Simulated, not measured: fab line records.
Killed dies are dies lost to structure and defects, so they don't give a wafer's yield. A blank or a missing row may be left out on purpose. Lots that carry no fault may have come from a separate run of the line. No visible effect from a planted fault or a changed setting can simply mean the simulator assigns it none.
Matching of chambers    flow gf180mcu    GF_PASSIVATION_CVD_00 on pecvd-03: 3 sister chambers
The step deposits SiO2 from TEOS, target thk 1000 nm, time 111.95 s. 6 wafers are shown with their chamber, then 8 later ones without.

== WAFERS WITH THEIR CHAMBER ==
wafer   chamber  heater power w (W)
L082.3  0        976
L082.6  1        527
L085.1  0        905
L085.2  2        519
L085.4  1        656
L089.2  2        568

== WAFERS MISSING THEIR CHAMBER ==
wafer   heater power w (W)
L089.4  661
L089.6  831
L094.1  609
L094.4  482
L094.5  632
L096.3  969
L096.4  603
L096.5  625

== EACH ONE'S CHAMBER ==
wafer   from the rows above      in truth
L089.4  can't be placed: 1 or 2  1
L089.6  0                        0
L094.1  can't be placed: 1 or 2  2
L094.4  can't be placed: 2 or 1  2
L094.5  can't be placed: 1 or 2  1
L096.3  0                        0
L096.4  can't be placed: 1 or 2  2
L096.5  can't be placed: 1 or 2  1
Correctly placed: 2 of 8. From these rows, 6 cannot be placed; in 6 the true chamber is one of the candidates. Placed wrongly: 0.
How it was worked out, from the rows above alone: a wafer's distance from a chamber is the root of the sum, over the readings, of the square of ((its reading less the chamber's mean) divided by the reading's scatter). The wafer belongs to the nearest chamber; if the next one is less than 2 further off, it can't be placed. The mean given for a chamber averages the wafers shown for that chamber. The scatter: the root of (the sum of the squares of (reading less its chamber's mean) over the shown wafers, divided by (wafers less chambers)).
